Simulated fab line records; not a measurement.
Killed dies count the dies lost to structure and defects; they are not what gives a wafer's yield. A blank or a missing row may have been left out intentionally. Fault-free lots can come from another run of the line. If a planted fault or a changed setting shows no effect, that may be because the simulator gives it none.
fab line records	flow sky130
record lots=7	wafers=20	last-day=51
route steps=708 shown PWDE@50 NWELL@56 PAD_OPEN@708
lots untouched by any fault: they come from a run of this same line in which no faults occurred
start-h: hours from the record's first day to the start of the lot's first wafer shown	wait-h: time in hours since the lot's previous step	" repeats the value in the row above	L1.1+2: a single row standing in for several wafers	- no value, or no start was given	* or withheld: withheld	< > ~ a bound
route shown NAME@n: names a module that has steps shown in the file, with the first one's number in the route	usual: mean/standard deviation of fault-free wafers	same: alike in all rows	chamber/n: place in a boat	sites: each site's reading	_std_site: standard deviation of those values	_edge_site: outer sites' mean less inner sites'	radius-mm: how far each site lies from the wafer's centre	mask NAME#n: copy n	behind: tool/chamber where the wafer was last shaped	hold: reason for holding the lot/hours on hold/outcome of the hold	device: transistor that didn't switch, given as n, p or np	end of line: the route-end tests of the same wafers	step lacking rows: just its recipe	killed: at the first sort, the dies lost to defects and structure; wafer yield is something else	map: a wafer's dies, x killed, . not, _ none there
set.NAME: the setting the step ran with; set.NAME@STEP: the setting that earlier step ran with	model.NAME: the simulator's own value behind a step, which no gauge read
certain route steps with their lots: each step a table, each wafer a row
services: the hour from which a tool's chamber was out of use, counted from the record's first day as start-h (under 0 if before that day), plus the number of hours and why
## steps
# step SKY_PWDE_PEB_05
# recipe temp-c=115	time-s=withheld
# step SKY_PWDE_DEVELOP_06
# recipe wall-angle-deg=90	developer=TMAH	develop-time-s=60	dev-temp-c=23
# step SKY_PWDE_OVL_MEAS_07
# usual PWDE_OVL=0.4/1.4
lot.wafer	tool	chamber	start-h	wait-h	PWDE_OVL[nm]
L154.4	overlay-01	-	98.28	-	0.6
L154.5	"	-	"	"	0.4
L154.6	"	-	"	"	0.6
L160.1	overlay-02	-	135.46	-	1.6
L160.2	"	-	"	"	1.1
L160.3	"	-	"	"	1.2
L163.2	overlay-01	-	151.26	-	-0.1
L163.3	"	-	"	"	-1.2
L169.1	overlay-02	-	183.96	-	1.4
L169.4	"	-	"	"	1.0
L169.5	"	-	"	"	1.7
L170.1	overlay-01	-	192.41	-	1.3
L170.4	"	-	"	"	0.6
L170.5	"	-	"	"	2.6
L171.1	overlay-02	-	197.87	-	0.5
L171.2	"	-	"	"	-1.8
L171.3	"	-	"	"	-0.6
L172.2	overlay-02	-	202.46	-	1.9
L172.4	"	-	"	"	0.9
L172.6	"	-	"	"	0.7
# step SKY_PWDE_IMPLANT_08
# recipe species=B	energy-kev=150	dose-cm2=3.6e+12	tilt-deg=withheld
# step SKY_PWDE_STRIP_09
# recipe chemistry=O2/N2	power-w=1400	pressure-mtorr=1500	platen-temp-c=withheld	o2-flow-sccm=3000	n2-flow-sccm=300	overash-fraction=0.5
# usual drypump-motor-current-A=5.7/0.41	o2-flow-sccm=3000/9.7	oes-product-au=0.723/0.0047	strip-time-to-endpoint-s=36.87/0.12
lot.wafer	tool	chamber	start-h	wait-h	drypump-motor-current-A	o2-flow-sccm	oes-product-au	rf-hours-counter-h	strip-time-to-endpoint-s
L154.4	plasma-asher-04	1	98.48	0.1	6.2	2996	0.728	-	36.96
L154.5	"	0	"	"	5.2	3014	0.712	-	36.93
L154.6	"	1	"	"	6.1	3006	0.726	-	36.96
L160.1	plasma-asher-03	1	135.64	0.1	5.2	2990	0.724	45	37.08
L160.2	"	0	"	"	5.5	3024	0.718	45	37.05
L160.3	"	1	"	"	5.2	2991	0.716	-	37.04
L163.2	plasma-asher-02	1	151.44	0.1	6.1	2996	0.721	3	36.79
L163.3	"	0	"	"	5.9	3013	0.730	-	36.83
L169.1	plasma-asher-04	1	184.14	0.1	6.1	2998	0.724	35	36.65
L169.4	"	0	"	"	5.3	3011	0.722	-	36.66
L169.5	"	1	"	"	6.1	3000	0.730	-	36.64
L170.1	plasma-asher-04	1	192.59	0.1	6.2	2981	0.726	36	36.74
L170.4	"	0	"	"	5.2	2993	0.720	-	36.78
L170.5	"	1	"	"	6.1	2982	0.720	-	36.80
L171.1	plasma-asher-03	0	198.06	0.1	5.4	3003	0.719	51	37.02
L171.2	"	1	"	"	5.2	3006	0.724	51	37.00
L171.3	"	0	"	"	5.4	3001	0.728	-	36.89
L172.2	plasma-asher-04	0	202.64	0.1	5.2	3008	0.720	37	36.77
L172.4	"	1	"	"	6.1	2998	0.725	-	36.75
L172.6	"	0	"	"	5.2	3017	0.728	-	36.78
# step SKY_PWDE_TW_MEAS_10
# usual PWDE_TW=374/3.7
lot.wafer	tool	chamber	start-h	wait-h	PWDE_TW
L154.4	film-metro-04	-	98.57	0.1	371
L154.5	"	-	"	"	370
L154.6	"	-	"	"	373
L160.1	film-metro-04	-	135.74	0.1	372
L160.2	"	-	"	"	372
L160.3	"	-	"	"	375
L163.2	film-metro-02	-	151.55	0.1	383
L163.3	"	-	"	"	379
L169.1	film-metro-02	-	184.24	0.1	376
L169.4	"	-	"	"	377
L169.5	"	-	"	"	377
L170.1	film-metro-01	-	192.69	0.1	372
L170.4	"	-	"	"	373
L170.5	"	-	"	"	372
L171.1	film-metro-01	-	198.16	0.1	371
L171.2	"	-	"	"	369
L171.3	"	-	"	"	369
L172.2	film-metro-01	-	202.75	0.1	370
L172.4	"	-	"	"	369
L172.6	"	-	"	"	369
# step SKY_NWELL_DEHYDRATE_03
# recipe temp-c=200	time-s=60
# step SKY_NWELL_HMDS_04
# recipe prime-time-s=60	prime-temp-c=120
# step SKY_NWELL_COAT_05
# recipe spin-rpm=2000	resist-thk-nm=3000
# step SKY_NWELL_SOFTBAKE_06
# recipe temp-c=110	time-s=withheld
# step SKY_NWELL_EXPOSE_07
# recipe mask-id=NWM	na=0.6	source-shape=conventional	sigma-outer=0.6	polarization=unpolarized	target-cd-nm=840	dose-mj=255
# step SKY_NWELL_PEB_08
# recipe temp-c=115	time-s=withheld
# step SKY_NWELL_DEVELOP_09
# recipe wall-angle-deg=90	developer=TMAH	develop-time-s=60	dev-temp-c=23
lot.wafer	tool	chamber	start-h	wait-h
L154.4+5+6	litho-track-03	0	117	-
L160.1+2+3	litho-track-04	0	154	-
L163.2+3	litho-track-03	0	172	-
L169.1+4+5	litho-track-03	0	205	-
L170.1+4+5	litho-track-03	0	214	-
L171.1+2+3	litho-track-01	0	219	-
L172.2+4+6	litho-track-01	0	224	-
# step SKY_NWELL_OVL_MEAS_10
# usual NWELL_00_OVL=0.8/1.2
lot.wafer	tool	chamber	start-h	wait-h	NWELL_00_OVL[nm]
L154.4	overlay-01	-	117.21	-	0.2
L154.5	"	-	"	"	2.3
L154.6	"	-	"	"	1.6
L160.1	overlay-01	-	154.72	-	1.1
L160.2	"	-	"	"	1.6
L160.3	"	-	"	"	1.6
L163.2	overlay-01	-	172.40	-	1.2
L163.3	"	-	"	"	-
L169.1	overlay-01	-	205.94	-	-
L169.4	"	-	"	"	2.0
L169.5	"	-	"	"	2.8
L170.1	overlay-02	-	215.04	-	-
L170.4	"	-	"	"	0.7
L170.5	"	-	"	"	0.2
L171.1	overlay-01	-	219.46	-	-1.1
L171.2	"	-	"	"	-0.9
L171.3	"	-	"	"	-0.4
L172.2	overlay-02	-	225.12	-	2.6
L172.4	"	-	"	"	2.0
L172.6	"	-	"	"	3.4
# step SKY_NWELL_IMPLANT_11
# recipe species=P	energy-kev=400	dose-cm2=1.9e+13	tilt-deg=withheld
# step SKY_NWELL_IMPLANT_12
# recipe species=P	energy-kev=120	dose-cm2=1.3e+12	tilt-deg=withheld
# step SKY_NWELL_IMPLANT_13
# recipe species=P	energy-kev=50	dose-cm2=7e+11	tilt-deg=withheld
# step SKY_NWELL_STRIP_14
# recipe chemistry=O2/N2	power-w=1400	pressure-mtorr=1500	platen-temp-c=withheld	o2-flow-sccm=3000	n2-flow-sccm=300	overash-fraction=0.5
# usual drypump-motor-current-A=5.7/0.42	o2-flow-sccm=2999/8	oes-product-au=0.722/0.0044	strip-time-to-endpoint-s=36.90/0.13
lot.wafer	tool	chamber	start-h	wait-h	drypump-motor-current-A	o2-flow-sccm	oes-product-au	rf-hours-counter-h	strip-time-to-endpoint-s
L154.4	plasma-asher-01	0	117.71	0.1	5.9	2998	0.723	-	36.76
L154.5	"	1	"	"	5.1	2989	0.726	-	36.76
L154.6	"	0	"	"	6.0	2991	0.721	-	36.71
L160.1	plasma-asher-02	0	155.21	0.1	6.0	3003	0.722	4	36.94
L160.2	"	1	"	"	6.2	2993	0.723	4	36.94
L160.3	"	0	"	"	6.0	3001	0.726	-	36.95
L163.2	plasma-asher-01	0	172.88	0.1	6.0	3010	0.722	52	36.72
L163.3	"	0	"	"	6.0	3009	0.717	-	36.79
L169.1	plasma-asher-04	0	206.43	0.1	5.3	2993	0.720	37	36.98
L169.4	"	0	"	"	5.3	2995	0.718	-	36.94
L169.5	"	0	"	"	5.3	2986	0.716	-	37.06
L170.1	plasma-asher-04	0	215.53	0.1	5.3	3000	0.729	38	36.97
L170.4	"	0	"	"	5.3	2995	0.718	-	36.90
L170.5	"	0	"	"	5.3	2990	0.723	-	36.96
L171.1	plasma-asher-01	0	219.95	0.1	6.0	2993	0.724	56	36.82
L171.2	"	1	"	"	5.1	3002	0.721	56	36.74
L171.3	"	1	"	"	5.1	2998	0.721	-	36.69
L172.2	plasma-asher-01	1	225.60	0.1	5.1	2994	0.723	57	37.04
L172.4	"	1	"	"	5.1	3002	0.719	-	37.03
L172.6	"	1	"	"	5.1	3009	0.724	-	36.97
# step SKY_NWELL_TW_MEAS_15
# usual NWELL_TW=1829/21
lot.wafer	tool	chamber	start-h	wait-h	NWELL_TW
L154.4	film-metro-02	-	117.81	0.1	1846
L154.5	"	-	"	"	1843
L154.6	"	-	"	"	1836
L160.1	film-metro-02	-	155.31	0.1	1861
L160.2	"	-	"	"	1865
L160.3	"	-	"	"	1850
L163.2	film-metro-02	-	172.99	0.1	1843
L163.3	"	-	"	"	134
L169.1	film-metro-02	-	206.53	0.1	122
L169.4	"	-	"	"	1843
L169.5	"	-	"	"	1857
L170.1	film-metro-02	-	215.63	0.1	123
L170.4	"	-	"	"	1839
L170.5	"	-	"	"	1842
L171.1	film-metro-02	-	220.05	0.1	1840
L171.2	"	-	"	"	1840
L171.3	"	-	"	"	1851
L172.2	film-metro-01	-	225.71	0.1	1811
L172.4	"	-	"	"	1817
L172.6	"	-	"	"	1812
# step SKY_NWELL_DEHYDRATE_16
# recipe temp-c=200	time-s=60
# step SKY_PAD_OPEN_PROBE_99
# usual killed_at_M0_to_M3=43/6.9	killed_at_M4_up=3.2/1.6	killed-at-contacts=25/5.1	killed-at-front-end=16/4.5	killed-at-other=0.3/0.68	killed-dies=87/8.9	killed-on-rim=16/3.6	killed-open=48/6.9	killed-short=39/6.3
# same gross-dies=492	killed-at-back-side=0
lot.wafer	tool	chamber	start-h	wait-h	killed_at_M0_to_M3	killed_at_M4_up	killed-at-contacts	killed-at-front-end	killed-at-other	killed-dies	killed-on-rim	killed-open	killed-short
L154.4	prober-01	-	1129.03	0.2	58	6	15	25	0	104	19	62	42
L154.5	prober-01	-	1129.08	0.2	37	6	31	18	0	92	22	49	43
L154.6	prober-01	-	1129.13	0.2	54	4	20	20	0	98	21	54	44
L160.1	prober-01	-	1164.83	0.1	35	2	20	12	0	69	15	34	35
L163.3	prober-02	-	1179.79	0.2	42	4	28	418	0	492	96	57	37
L169.1	prober-01	-	1204.49	0.1	40	0	32	420	0	492	96	46	42
L170.1	prober-01	-	1212.65	0.1	37	2	24	429	0	492	96	45	40
# killed by level:class
L154.4 VIA1:geometric-particle:open=14 VIA1:geometric-particle:short=9 CONTACT:geometric-particle:open=9 VIA3:geometric-particle:open=9 METAL1:geometric-particle:short=7 POLY_GATE:geometric-particle:short=6 FIELD_ISO:geometric-particle:open=5 LI_CONTACT:geometric-particle:open=5
L154.5 CONTACT:geometric-particle:open=11 LI_CONTACT:geometric-particle:open=9 VIA1:geometric-particle:open=9 FIELD_ISO:geometric-particle:short=7 LOCAL_INTERCONNECT:geometric-particle:short=6 METAL2:geometric-particle:short=5 METAL1:geometric-particle:short=4 VIA3:geometric-particle:short=4
L154.6 VIA1:geometric-particle:open=12 CONTACT:geometric-particle:open=9 VIA1:geometric-particle:short=9 METAL1:geometric-particle:short=8 VIA3:geometric-particle:open=7 LI_CONTACT:geometric-particle:open=6 SPACER:geometric-particle:open=4 METAL4:geometric-particle:short=4
L160.1 VIA1:geometric-particle:open=9 CONTACT:geometric-particle:open=5 METAL2:geometric-particle:short=5 POLY_GATE:geometric-particle:short=4 LI_CONTACT:geometric-particle:short=4 LI_CONTACT:geometric-particle:open=4 CONTACT:geometric-particle:short=4 METAL1:geometric-particle:short=4
L163.3 NWELL:area-develop=397 VIA1:geometric-particle:open=11 CONTACT:geometric-particle:open=10 LI_CONTACT:geometric-particle:open=9 VIA2:geometric-particle:open=9 POLY_GATE:geometric-particle:open=7 VIA3:geometric-particle:open=5 FIELD_ISO:geometric-particle:open=4
L169.1 NWELL:area-develop=404 CONTACT:geometric-particle:open=12 LI_CONTACT:geometric-particle:open=8 METAL1:geometric-particle:short=8 VIA2:geometric-particle:open=7 CONTACT:geometric-particle:short=6 VIA1:geometric-particle:open=6 VIA1:geometric-particle:short=6
L170.1 NWELL:area-develop=407 CONTACT:geometric-particle:open=11 FIELD_ISO:geometric-particle:short=9 LI_CONTACT:geometric-particle:open=6 VIA2:geometric-particle:open=6 VIA2:geometric-particle:short=6 VIA1:geometric-particle:open=5 VIA3:geometric-particle:open=5
# map L163.3 (x killed, . not)
__________xxxxxxxxxx_________
________xxxxxxxxxxxxxx_______
______xxxxxxxxxxxxxxxxxx_____
_____xxxxxxxxxxxxxxxxxxxx____
____xxxxxxxxxxxxxxxxxxxxxx___
___xxxxxxxxxxxxxxxxxxxxxxxx__
__xxxxxxxxxxxxxxxxxxxxxxxxxx_
_xxxxxxxxxxxxxxxxxxxxxxxxxxxx
_xxxxxxxxxxxxxxxxxxxxxxxxxxxx
_xxxxxxxxxxxxxxxxxxxxxxxxxxxx
_xxxxxxxxxxxxxxxxxxxxxxxxxxxx
_xxxxxxxxxxxxxxxxxxxxxxxxxxxx
_xxxxxxxxxxxxxxxxxxxxxxxxxxxx
_xxxxxxxxxxxxxxxxxxxxxxxxxxxx
_xxxxxxxxxxxxxxxxxxxxxxxxxxxx
__xxxxxxxxxxxxxxxxxxxxxxxxxx_
___xxxxxxxxxxxxxxxxxxxxxxxx__
____xxxxxxxxxxxxxxxxxxxxxx___
_____xxxxxxxxxxxxxxxxxxxx____
______xxxxxxxxxxxxxxxxxx_____
________xxxxxxxxxxxxxx_______
__________xxxxxxxxxx_________
# map L169.1 (x killed, . not)
__________xxxxxxxxxx_________
________xxxxxxxxxxxxxx_______
______xxxxxxxxxxxxxxxxxx_____
_____xxxxxxxxxxxxxxxxxxxx____
____xxxxxxxxxxxxxxxxxxxxxx___
___xxxxxxxxxxxxxxxxxxxxxxxx__
__xxxxxxxxxxxxxxxxxxxxxxxxxx_
_xxxxxxxxxxxxxxxxxxxxxxxxxxxx
_xxxxxxxxxxxxxxxxxxxxxxxxxxxx
_xxxxxxxxxxxxxxxxxxxxxxxxxxxx
_xxxxxxxxxxxxxxxxxxxxxxxxxxxx
_xxxxxxxxxxxxxxxxxxxxxxxxxxxx
_xxxxxxxxxxxxxxxxxxxxxxxxxxxx
_xxxxxxxxxxxxxxxxxxxxxxxxxxxx
_xxxxxxxxxxxxxxxxxxxxxxxxxxxx
__xxxxxxxxxxxxxxxxxxxxxxxxxx_
___xxxxxxxxxxxxxxxxxxxxxxxx__
____xxxxxxxxxxxxxxxxxxxxxx___
_____xxxxxxxxxxxxxxxxxxxx____
______xxxxxxxxxxxxxxxxxx_____
________xxxxxxxxxxxxxx_______
__________xxxxxxxxxx_________
## services
tool	chamber	start-h	hours	kind
plasma-asher-02	-	108.75	9.0	pm
plasma-asher-02	0	108.75	9.0	vent-cycle
plasma-asher-02	1	108.75	9.0	vent-cycle
plasma-asher-02	0	117.75	-	clean
plasma-asher-02	1	117.75	-	clean
plasma-asher-04	-	133.93	1.1	repair
## key
first-sign step=SKY_NWELL_OVL_MEAS_10	reading=NWELL_00_OVL	direction=missing
effect step=SKY_NWELL_TW_MEAS_15	reading=NWELL_TW	direction=down	sigmas=83	usual=1829	struck=127
effect step=SKY_PAD_OPEN_PROBE_99	reading=killed-at-front-end	direction=up	sigmas=91	usual=16	struck=422
more-kills-born-at SKY_NWELL_DEVELOP_09@litho-track-03=1208
met-at SKY_NWELL_DEVELOP_09
struck-wafers L163.3,L169.1,L170.1
tester-left-out L163,L169,L170
onset-between 117 172
fault kind=process-parameter-drift	tool=litho-track-03	chamber=-	onset-h=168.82	steps=SKY_NWELL_DEVELOP_09	channel=develop-time-s	offset=*	shape=step	end-h=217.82	scope=struck-wafers-only	acts-in=*	stated=*
# tester-left-out: of these lots the tester's yield and bins aren't shown, on N5 and GAA mostly nor the transistor test; their killed dies are dies lost to structure and defects alone, not to doping, threshold or leakage, so they don't give the yield
